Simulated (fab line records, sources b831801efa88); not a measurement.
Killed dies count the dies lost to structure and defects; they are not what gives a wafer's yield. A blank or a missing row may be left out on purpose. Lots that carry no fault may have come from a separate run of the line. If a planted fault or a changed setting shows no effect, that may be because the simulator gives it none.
Which tool is to blame? || flow sky130 || 36 wafers from 12 lots sampled at 5 of the route's 708 steps

WHAT EACH GAUGE READ, for each wafer
SKY_FIELD_ISO_CD_MEAS_13 targets a cd of 150 nm.
{"lot": "L313", "measured": "day 2 10:48", "on": "cd sem-02", "cd nm (nm)": "148.6 148.9 147.8"}
{"lot": "L316", "measured": "day 3 02:03", "on": "cd sem-01", "cd nm (nm)": "151.2 152.3 151.3"}
{"lot": "L317", "measured": "day 3 06:44", "on": "cd sem-01", "cd nm (nm)": "149.0 150.6 150.8"}
{"lot": "L322", "measured": "day 4 08:26", "on": "cd sem-02", "cd nm (nm)": "152.2 150.2 150.7"}
{"lot": "L324", "measured": "day 4 21:53", "on": "cd sem-02", "cd nm (nm)": "151.5 150.2 150.4"}
{"lot": "L326", "measured": "day 5 04:41", "on": "cd sem-02", "cd nm (nm)": "150.6 150.7 150.3"}
{"lot": "L327", "measured": "day 5 10:28", "on": "cd sem-01", "cd nm (nm)": "148.5 148.7 148.2"}
{"lot": "L328", "measured": "day 5 15:17", "on": "cd sem-01", "cd nm (nm)": "152.1 151.7 153.9"}
{"lot": "L329", "measured": "day 5 20:35", "on": "cd sem-01", "cd nm (nm)": "150.9 151.0 152.3"}
{"lot": "L330", "measured": "day 6 02:20", "on": "cd sem-01", "cd nm (nm)": "152.3 152.2 152.1"}
{"lot": "L332", "measured": "day 6 12:32", "on": "cd sem-02", "cd nm (nm)": "145.3 147.3 149.6"}
{"lot": "L333", "measured": "day 6 20:32", "on": "cd sem-02", "cd nm (nm)": "145.2 147.6 146.3"}

SKY_LDD_P_CD_MEAS_07 targets a cd of 380 nm.
{"lot": "L313", "measured": "day 19 11:37", "on": "cd sem-02", "cd nm (nm)": "383 382 383"}
{"lot": "L316", "measured": "day 20 16:13", "on": "cd sem-02", "cd nm (nm)": "384 382 385"}
{"lot": "L317", "measured": "day 20 21:20", "on": "cd sem-02", "cd nm (nm)": "375 378 378"}
{"lot": "L322", "measured": "day 22 19:38", "on": "cd sem-01", "cd nm (nm)": "379 379 377"}
{"lot": "L324", "measured": "day 23 17:02", "on": "cd sem-02", "cd nm (nm)": "383 382 380"}
{"lot": "L326", "measured": "day 25 12:32", "on": "cd sem-01", "cd nm (nm)": "380 378 377"}
{"lot": "L327", "measured": "day 25 14:40", "on": "cd sem-01", "cd nm (nm)": "385 386 385"}
{"lot": "L328", "measured": "day 25 14:40", "on": "cd sem-02", "cd nm (nm)": "374 374 372"}
{"lot": "L329", "measured": "day 25 16:44", "on": "cd sem-02", "cd nm (nm)": "384 384 385"}
{"lot": "L330", "measured": "day 25 15:49", "on": "cd sem-01", "cd nm (nm)": "382 383 384"}
{"lot": "L332", "measured": "day 26 12:30", "on": "cd sem-01", "cd nm (nm)": "380 380 382"}
{"lot": "L333", "measured": "day 27 19:51", "on": "cd sem-01", "cd nm (nm)": "378 378 380"}

WHAT TOOL EACH LOT RAN ON (gives the tool, then ch and the chambers of the sampled wafers, and finally the start)
{"lot": "L313", "SKY_FIELD_ISO_COAT_08": "litho track-01 ch 0, day 2 02:00", "SKY_FIELD_ISO_STRIP_16": "plasma asher-02 ch 0,1, day 2 11:00", "SKY_SONOS_ONO_STRIP_17": "plasma asher-01 ch 0,1, day 13 00:50"}
{"lot": "L316", "SKY_FIELD_ISO_COAT_08": "litho track-01 ch 0, day 2 18:00", "SKY_FIELD_ISO_STRIP_16": "plasma asher-01 ch 0,1, day 3 02:15", "SKY_SONOS_ONO_STRIP_17": "plasma asher-01 ch 0,1, day 14 02:45"}
{"lot": "L317", "SKY_FIELD_ISO_COAT_08": "litho track-04 ch 0, day 2 22:00", "SKY_FIELD_ISO_STRIP_16": "plasma asher-01 ch 0,1, day 3 06:57", "SKY_SONOS_ONO_STRIP_17": "plasma asher-02 ch 0,1, day 14 09:09"}
{"lot": "L322", "SKY_FIELD_ISO_COAT_08": "litho track-01 ch 0, day 3 23:00", "SKY_FIELD_ISO_STRIP_16": "plasma asher-03 ch 0,1, day 4 08:39", "SKY_SONOS_ONO_STRIP_17": "plasma asher-04 ch 0,1, day 15 23:15"}
{"lot": "L324", "SKY_FIELD_ISO_COAT_08": "litho track-03 ch 0, day 4 12:00", "SKY_FIELD_ISO_STRIP_16": "plasma asher-03 ch 0,1, day 4 22:06", "SKY_SONOS_ONO_STRIP_17": "plasma asher-02 ch 0,1, day 16 20:45"}
{"lot": "L326", "SKY_FIELD_ISO_COAT_08": "litho track-03 ch 0, day 4 19:00", "SKY_FIELD_ISO_STRIP_16": "plasma asher-03 ch 0,1, day 5 04:54", "SKY_SONOS_ONO_STRIP_17": "plasma asher-01 ch 0,1, day 18 19:17"}
{"lot": "L327", "SKY_FIELD_ISO_COAT_08": "litho track-04 ch 0, day 5 01:00", "SKY_FIELD_ISO_STRIP_16": "plasma asher-03 ch 0,1, day 5 10:40", "SKY_SONOS_ONO_STRIP_17": "plasma asher-02 ch 0,1, day 18 19:35"}
{"lot": "L328", "SKY_FIELD_ISO_COAT_08": "litho track-04 ch 0, day 5 06:00", "SKY_FIELD_ISO_STRIP_16": "plasma asher-03 ch 0,1, day 5 15:29", "SKY_SONOS_ONO_STRIP_17": "plasma asher-01 ch 0,1, day 18 19:55"}
{"lot": "L329", "SKY_FIELD_ISO_COAT_08": "litho track-03 ch 0, day 5 11:00", "SKY_FIELD_ISO_STRIP_16": "plasma asher-03 ch 0,1, day 5 20:49", "SKY_SONOS_ONO_STRIP_17": "plasma asher-01 ch 0,1, day 18 20:21"}
{"lot": "L330", "SKY_FIELD_ISO_COAT_08": "litho track-01 ch 0, day 5 16:00", "SKY_FIELD_ISO_STRIP_16": "plasma asher-02 ch 0,1, day 6 02:32", "SKY_SONOS_ONO_STRIP_17": "plasma asher-02 ch 0,1, day 18 20:05"}
{"lot": "L332", "SKY_FIELD_ISO_COAT_08": "litho track-03 ch 0, day 6 03:00", "SKY_FIELD_ISO_STRIP_16": "plasma asher-03 ch 0,1, day 6 12:45", "SKY_SONOS_ONO_STRIP_17": "plasma asher-01 ch 0,1, day 19 20:59"}
{"lot": "L333", "SKY_FIELD_ISO_COAT_08": "litho track-03 ch 0, day 6 10:00", "SKY_FIELD_ISO_STRIP_16": "plasma asher-01 ch 0,1, day 6 20:46", "SKY_SONOS_ONO_STRIP_17": "plasma asher-04 ch 0,1, day 19 21:01"}
- SKY_FIELD_ISO_COAT_08: resist thk 450 nm.
- SKY_FIELD_ISO_STRIP_16: strips in O2/N2.
- SKY_SONOS_ONO_STRIP_17: strips in O2/N2.

WHAT THE TOOLS THEMSELVES READ (means of the sampled wafers that have a number; where no wafer has one, the mark that the record gives instead)
SKY_FIELD_ISO_COAT_08.
{"lot": "L313", "tool": "litho track-01", "spin speed rpm (rpm)": 3000.6}
{"lot": "L316", "tool": "litho track-01", "spin speed rpm (rpm)": 3003.9}
{"lot": "L317", "tool": "litho track-04", "spin speed rpm (rpm)": 3001.6}
{"lot": "L322", "tool": "litho track-01", "spin speed rpm (rpm)": 2998.1}
{"lot": "L324", "tool": "litho track-03", "spin speed rpm (rpm)": 2997.1}
{"lot": "L326", "tool": "litho track-03", "spin speed rpm (rpm)": 3002.6}
{"lot": "L327", "tool": "litho track-04", "spin speed rpm (rpm)": 2999.8}
{"lot": "L328", "tool": "litho track-04", "spin speed rpm (rpm)": 3001.3}
{"lot": "L329", "tool": "litho track-03", "spin speed rpm (rpm)": 2999.0}
{"lot": "L330", "tool": "litho track-01", "spin speed rpm (rpm)": 3001.7}
{"lot": "L332", "tool": "litho track-03", "spin speed rpm (rpm)": 3001.4}
{"lot": "L333", "tool": "litho track-03", "spin speed rpm (rpm)": 3000.2}

SKY_FIELD_ISO_STRIP_16.
{"lot": "L313", "tool": "plasma asher-02", "drypump motor current A (A)": 5.4, "oes product au (a.u.)": 0.374, "strip time to endpoint s (s)": 3.53}
{"lot": "L316", "tool": "plasma asher-01", "drypump motor current A (A)": 5.6, "oes product au (a.u.)": 0.380, "strip time to endpoint s (s)": 3.54}
{"lot": "L317", "tool": "plasma asher-01", "drypump motor current A (A)": 5.7, "oes product au (a.u.)": 0.380, "strip time to endpoint s (s)": 3.60}
{"lot": "L322", "tool": "plasma asher-03", "drypump motor current A (A)": 6.3, "oes product au (a.u.)": 0.377, "strip time to endpoint s (s)": 3.52}
{"lot": "L324", "tool": "plasma asher-03", "drypump motor current A (A)": 6.1, "oes product au (a.u.)": 0.375, "strip time to endpoint s (s)": 3.53}
{"lot": "L326", "tool": "plasma asher-03", "drypump motor current A (A)": 6.3, "oes product au (a.u.)": 0.377, "strip time to endpoint s (s)": 3.50}
{"lot": "L327", "tool": "plasma asher-03", "drypump motor current A (A)": 6.3, "oes product au (a.u.)": 0.380, "strip time to endpoint s (s)": 3.54}
{"lot": "L328", "tool": "plasma asher-03", "drypump motor current A (A)": 6.1, "oes product au (a.u.)": 0.377, "strip time to endpoint s (s)": 3.54}
{"lot": "L329", "tool": "plasma asher-03", "drypump motor current A (A)": 6.3, "oes product au (a.u.)": 0.377, "strip time to endpoint s (s)": 3.55}
{"lot": "L330", "tool": "plasma asher-02", "drypump motor current A (A)": 5.8, "oes product au (a.u.)": 0.383, "strip time to endpoint s (s)": 3.56}
{"lot": "L332", "tool": "plasma asher-03", "drypump motor current A (A)": 6.3, "oes product au (a.u.)": 0.369, "strip time to endpoint s (s)": 3.42}
{"lot": "L333", "tool": "plasma asher-01", "drypump motor current A (A)": 5.6, "oes product au (a.u.)": 0.375, "strip time to endpoint s (s)": 3.40}

SKY_SONOS_ONO_STRIP_17.
{"lot": "L313", "tool": "plasma asher-01", "drypump motor current A (A)": 5.6, "oes product au (a.u.)": 0.711, "strip time to endpoint s (s)": 14.08}
{"lot": "L316", "tool": "plasma asher-01", "drypump motor current A (A)": 5.6, "oes product au (a.u.)": 0.705, "strip time to endpoint s (s)": 14.04}
{"lot": "L317", "tool": "plasma asher-02", "drypump motor current A (A)": 5.4, "oes product au (a.u.)": 0.715, "strip time to endpoint s (s)": 14.13}
{"lot": "L322", "tool": "plasma asher-04", "drypump motor current A (A)": 6.2, "oes product au (a.u.)": 0.709, "strip time to endpoint s (s)": 14.09}
{"lot": "L324", "tool": "plasma asher-02", "drypump motor current A (A)": 5.4, "oes product au (a.u.)": 0.710, "strip time to endpoint s (s)": 14.10}
{"lot": "L326", "tool": "plasma asher-01", "drypump motor current A (A)": 5.6, "oes product au (a.u.)": 0.707, "strip time to endpoint s (s)": 14.06}
{"lot": "L327", "tool": "plasma asher-02", "drypump motor current A (A)": 5.4, "oes product au (a.u.)": 0.711, "strip time to endpoint s (s)": 14.06}
{"lot": "L328", "tool": "plasma asher-01", "drypump motor current A (A)": 5.8, "oes product au (a.u.)": 0.711, "strip time to endpoint s (s)": 14.14}
{"lot": "L329", "tool": "plasma asher-01", "drypump motor current A (A)": 5.7, "oes product au (a.u.)": 0.710, "strip time to endpoint s (s)": 14.09}
{"lot": "L330", "tool": "plasma asher-02", "drypump motor current A (A)": 5.4, "oes product au (a.u.)": 0.711, "strip time to endpoint s (s)": 14.09}
{"lot": "L332", "tool": "plasma asher-01", "drypump motor current A (A)": 5.6, "oes product au (a.u.)": 0.705, "strip time to endpoint s (s)": 14.11}
{"lot": "L333", "tool": "plasma asher-04", "drypump motor current A (A)": 6.2, "oes product au (a.u.)": 0.711, "strip time to endpoint s (s)": 14.08}

THE ANSWER, worked out from the rows above alone
Rule: the lots themselves supply what counts as usual. Put in order of their means at a reading, lots are off if they are a third of the lots or fewer, leave a main group of 4 or more, and stand apart from it by a gap of 3 or more times the standard deviation of the main group's means; of several such gaps the widest counts. Not used: any main group whose means are identical at the precision the tables above print for the reading. A lot without any number at a reading at which 4 lots or more have one is off too. Where the step has rows for the other lots, those lots are counted as sound. The gauges are gone through in route order, then the tools' own readings, and for those a lot's mean is taken as printed above. The first step at which some lot is off is used, and at that step the reading that is off furthest; a lot without a number counts as furthest.
Off: L332, L333 (SKY_FIELD_ISO_STRIP_16, strip time to endpoint s). Main group: mean 3.54 s, sd 0.025.
If a tool, at that step or one of the process steps before it, ran each lot that is off and ran no sound lot following the first of them, it fits. One fits: litho track-03 at SKY_FIELD_ISO_COAT_08. Its last sound lot is L329 (day 5 11:00), its first lot that is off L332 (day 6 03:00): a fault that began between those two fits.

WHAT THE SIMULATOR PUT IN
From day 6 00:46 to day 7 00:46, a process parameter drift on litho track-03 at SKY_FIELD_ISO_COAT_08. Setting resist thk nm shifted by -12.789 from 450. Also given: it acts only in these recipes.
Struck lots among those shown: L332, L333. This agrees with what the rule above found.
